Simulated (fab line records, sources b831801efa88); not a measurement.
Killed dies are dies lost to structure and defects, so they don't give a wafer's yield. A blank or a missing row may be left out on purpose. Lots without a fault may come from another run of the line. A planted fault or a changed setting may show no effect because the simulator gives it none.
A struck lot beside a sound one | flow gf180mcu | 23 steps out of a route of 602
Sound: wafers L189.1, L189.3, L189.6. Struck: wafers L184.2, L184.4, L184.5. The cause comes at the end.
At each step with rows: each side's tool, then ch and its chambers, then its first start. Under that, the readings that differ: sound wafers | struck wafers | difference of the means | sigmas: that difference in standard deviations of wafers without a fault.
alike: readings whose means differ by less than 2 such deviations, and words and numbers that are the same on both sides. not compared: withheld readings, readings that some wafer has no value for, bounds like >300 that may hide the same value, and numbers for which the record gives no deviation and whose values overlap.
The two part at a step that has a row with sigmas, a row that says differs or no value, or rows on one side only. Numbers that don't overlap but have no deviation are shown without sigmas and don't part them. A reading that every wafer of one side lacks parts them only if that side has two wafers or more.

first, 2 steps without rows for these wafers: GF_HV_LDD_PEB_29; GF_HV_LDD_DEVELOP_30 (develop time 60 s).
GF_HV_LDD_CD_MEAS_31: target cd 400 nm.
  sound on cd_sem-01, day 16 03:15; struck on cd_sem-02, day 14 09:50
  alike: cd_nm
GF_HV_LDD_OVL_MEAS_32:
  sound on overlay-02, day 16 03:22; struck on overlay-01, day 14 09:56
  alike: HV_LDD_02_OVL
then, 4 steps without rows for these wafers: GF_HV_LDD_IMPLANT_33; GF_HV_LDD_IMPLANT_34; GF_HV_LDD_IMPLANT_35; GF_HV_LDD_IMPLANT_36.
GF_HV_LDD_STRIP_37: strips in O2/N2.
  sound on plasma_asher-01 ch 0, day 16 04:01; struck on plasma_asher-01 ch 0,1, day 14 10:34
  reading           | sound                | struck               | difference | sigmas
  platen_temp_c (C) | 250.39 250.24 250.20 | 249.93 250.05 249.63 | -0.41      | -2
  alike: drypump_motor_current_A, heater_power_w, oes_product_au, strip_time_to_endpoint_s
  not compared: rf_hours_counter_h
GF_HV_LDD_TW_MEAS_38:
  sound on film_metro-04, day 16 04:07; struck on film_metro-03, day 14 10:40
  alike: HV_LDD_3_TW
then, 2 steps without rows for these wafers: GF_HV_LDD_DEHYDRATE_39 (time 60 s); GF_HV_LDD_HMDS_40 (prime time 60 s).
GF_HV_LDD_COAT_41: resist thk 1000 nm.
  sound on litho_track-02 ch 0, day 16 14:36; struck on litho_track-04 ch 0, day 14 20:11
  reading                                     | sound           | struck            | difference | sigmas
  model.NOVOLAK_of_HV_LDD_COAT_41.thk_nm (nm) | 999.8 1004 1002 | 958.9 961.2 959.3 | -42.1      |
  alike: chill_plate_temp_C
then, 3 steps without rows for these wafers: GF_HV_LDD_SOFTBAKE_42 (time 60 s); GF_HV_LDD_EXPOSE_43 (exposes mask Pplus HV AREA, target cd 400 nm); GF_HV_LDD_PEB_44.
GF_HV_LDD_DEVELOP_45: develop time 60 s.
  sound on litho_track-02 ch 0, day 17 02:12; struck on litho_track-01 ch 0, day 15 07:13
  reading                                     | sound           | struck            | difference | sigmas
  model.NOVOLAK_of_HV_LDD_COAT_41.thk_nm (nm) | 999.4 1003 1002 | 958.5 960.8 958.9 | -42.1      |
  alike: chill_plate_temp_C
GF_HV_LDD_CD_MEAS_46: target cd 400 nm.
  sound on cd_sem-01, day 17 02:21; struck on cd_sem-01, day 15 07:22
  alike: cd_nm
GF_HV_LDD_OVL_MEAS_47:
  sound on overlay-02, day 17 02:28; struck on overlay-02, day 15 07:28
  alike: HV_LDD_03_OVL
then, 1 step without rows for these wafers: GF_HV_LDD_IMPLANT_48.
GF_HV_LDD_STRIP_49: strips in O2/N2.
  sound on plasma_asher-02 ch 0,1, day 17 02:40; struck on plasma_asher-01 ch 0,1, day 15 07:39
  reading                      | sound                | struck               | difference | sigmas
  platen_temp_c (C)            | 249.86 249.77 249.90 | 250.33 250.03 250.22 | +0.35      | +2
  strip_time_to_endpoint_s (s) | 12.63 12.69 12.65    | 12.17 12.20 12.14    | -0.49      | -14
  alike: drypump_motor_current_A, heater_power_w, oes_product_au
  not compared: rf_hours_counter_h
GF_HV_LDD_TW_MEAS_50:
  sound on film_metro-02, day 17 02:46; struck on film_metro-02, day 15 07:46
  alike: HV_LDD_4_TW
-- the record jumps here: 16 days lie between the struck wafers' starts before and after (it left off in module HV_LDD and takes up again in module PASSIVATION, whose first step shown is number 602 of the route) --
GF_PASSIVATION_PROBE_99:
  the record has rows for the struck wafers here (prober-01, day 31 14:53) and none for the sound ones

WHERE THEY PART
First at GF_HV_LDD_STRIP_37; last, within this record, at GF_PASSIVATION_PROBE_99.

WHY: what the simulator had put in
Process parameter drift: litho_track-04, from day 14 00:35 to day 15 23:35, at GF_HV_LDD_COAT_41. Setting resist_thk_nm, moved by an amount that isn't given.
